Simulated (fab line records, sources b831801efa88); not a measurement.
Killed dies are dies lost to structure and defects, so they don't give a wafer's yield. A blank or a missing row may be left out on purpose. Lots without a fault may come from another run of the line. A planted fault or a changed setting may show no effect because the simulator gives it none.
Chamber matching | flow gf180mcu | GF_V2_CMP_04 on cmp-01: 4 sister chambers
The step polishes SiO2. 14 wafers are shown with their chamber, then 7 later ones without.

WAFERS WITH THEIR CHAMBER
wafer  | chamber | motor_current_A (A) | time_to_endpoint_s (s) | head_pressure_psi (psi)
L706.3 | 2       | 13.3                | 71                     | 4.002
L706.5 | 1       | 10.2                | 76                     | 4.000
L706.6 | 0       | 13.7                | 74                     | 3.980
L707.2 | 2       | 13.1                | 71                     | 4.006
L707.4 | 1       | 10.5                | 75                     | 3.994
L707.6 | 1       | 10.1                | 76                     | 4.010
L711.1 | 1       | 9.6                 | 70                     | 3.990
L711.3 | 3       | 12.4                | 71                     | 4.012
L711.6 | 3       | 12.5                | 70                     | 4.007
L716.1 | 3       | 12.3                | 68                     | 3.987
L716.3 | 0       | 13.8                | 76                     | 3.997
L716.4 | 2       | 13.9                | 81                     | 4.002
L717.2 | 2       | 13.4                | 75                     | 3.997
L717.4 | 1       | 9.5                 | 79                     | 4.004

SIGNATURES (means of the wafers above)
reading            | chamber 0 | chamber 1 | chamber 2 | chamber 3 | scatter within a chamber
motor_current_A    | 13.750    | 9.980     | 13.425    | 12.400    | 0.329
time_to_endpoint_s | 75.00     | 75.20     | 74.50     | 69.67     | 3.41
head_pressure_psi  | 3.98850   | 3.99960   | 4.00175   | 4.00200   | 0.00887
Rule: a wafer's distance from a chamber is the root of the sum, over the readings, of the square of ((its reading less the chamber's mean) divided by the reading's scatter). The wafer belongs to the nearest chamber; if the next one is less than 2 further off, it can't be placed. The scatter: the root of (the sum of the squares of (reading less its chamber's mean) over the shown wafers, divided by (wafers less chambers)).

WAFERS WITHOUT THEIR CHAMBER
wafer  | motor_current_A (A) | time_to_endpoint_s (s) | head_pressure_psi (psi)
L717.5 | 9.6                 | 80                     | 4.004
L727.2 | 13.6                | 72                     | 4.000
L727.3 | 10.2                | 83                     | 4.010
L727.4 | 12.0                | 82                     | 3.987
L728.1 | 13.8                | 74                     | 4.005
L728.2 | 9.6                 | 68                     | 3.985
L728.6 | 12.1                | 68                     | 3.997

WHICH CHAMBER EACH WENT THROUGH
wafer  | from the rows above          | in truth
L717.5 | 1                            | 1
L727.2 | can't be placed: 2 or 0      | 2
L727.3 | 1                            | 1
L727.4 | can't be placed: 3 or 2 or 0 | 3
L728.1 | can't be placed: 2 or 0      | 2
L728.2 | 1                            | 1
L728.6 | 3                            | 3
Placed correctly: 4 of 7. Can't be placed from these rows: 3 (the true chamber is among the candidates in 3). Placed wrongly: 0.
